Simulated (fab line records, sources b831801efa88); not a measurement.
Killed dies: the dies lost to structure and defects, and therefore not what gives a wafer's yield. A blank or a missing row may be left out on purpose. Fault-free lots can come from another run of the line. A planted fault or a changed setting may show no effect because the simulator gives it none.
The same fault as seen by 2 desks	flow gf180mcu	each desk holds nothing but its own numbers, with what lay behind them at the end

THE TOOL OWNER'S DESK: litho track-01
At GF_DUAL_GATE_SOFTBAKE_07 (time 60 s), the tool's own readings, given per lot that ran on this tool as the mean of the sampled wafers with a number. Marked OUT: a lot whose mean sits more than 4 standard deviations from the usual mean, which makes it out of limits; the brackets give that distance.
Columns: A = run length s at GF_DUAL_GATE_SOFTBAKE_07, usual 89.04 s
lot	first seen here	A
L152	day 8 14:42	88.92
L155	day 9 14:44	89.02
L157	day 10 03:23	89.05
L158	day 10 04:59	89.10
L163	day 11 13:18	89.12
L167	day 12 17:02	99.66 (+71) OUT
L168	day 12 21:44	99.64 (+71) OUT
This desk finds L167, L168 out of limits, L167 being first, at day 12 17:02 (run length s at GF_DUAL_GATE_SOFTBAKE_07). Within limits: L152, L155, L157, L158, L163.

FROM THE METROLOGY DESK
Lot by lot, what the gauges showed, no matter which tool ran the lot: averages of those sampled wafers that carry a number. Marked OUT: a lot whose mean sits more than 4 standard deviations from the usual mean, which makes it out of limits; the brackets give that distance.
Columns: A = MVPSD_TW at GF_MVPSD_TW_MEAS_11, usual 555; B = POLY_GATE_CVD_00_THK at GF_POLY_GATE_THK_MEAS_01, usual 200.1 nm; C = cd nm at GF_POLY_GATE_CD_MEAS_18, usual 278.8 nm
lot	first seen here	A	B	C
L151	day 4 18:37	564	200.5	277.2
L152	day 5 12:25	563	200.6	277.8
L153	day 6 00:55	548	196.1	277.0
L154	day 6 01:01	555	197.8	278.8
L155	day 6 09:55	564	197.7	275.8
L157	day 6 19:55	549	199.7	279.2
L158	day 6 20:17	546	200.9	277.6
L163	day 8 03:15	560	199.0	280.2
L167	day 9 00:07	564	204.2	278.6
L168	day 9 07:55	552	198.2	279.4
L170	day 9 19:28	542	200.6	281.8
L172	day 10 09:13	546	198.3	280.4
L173	day 10 12:41	556	200.5	278.1
L174	day 10 20:31	557	198.0	280.9
This desk's finding: nothing out of limits on any of the 14 lots.

TAKEN TOGETHER
At day 12 17:02, on L167, L168, the tool owner's desk was in a position to raise an alarm.
Metrology desk: nothing out of limits seen.
The metrology desk has L167, L168 on record, within its limits.
Of the lots named, all ran GF_DUAL_GATE_SOFTBAKE_07 on litho track-01.

WHAT HAD BEEN PUT IN BY THE SIMULATOR
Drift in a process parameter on litho track-01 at GF_DUAL_GATE_SOFTBAKE_07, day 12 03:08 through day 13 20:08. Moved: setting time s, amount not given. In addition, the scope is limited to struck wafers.
Struck lots among those shown: L167, L168.
Hours from the fault's start to each desk's first reading out of limits: the tool owner's desk, 14.
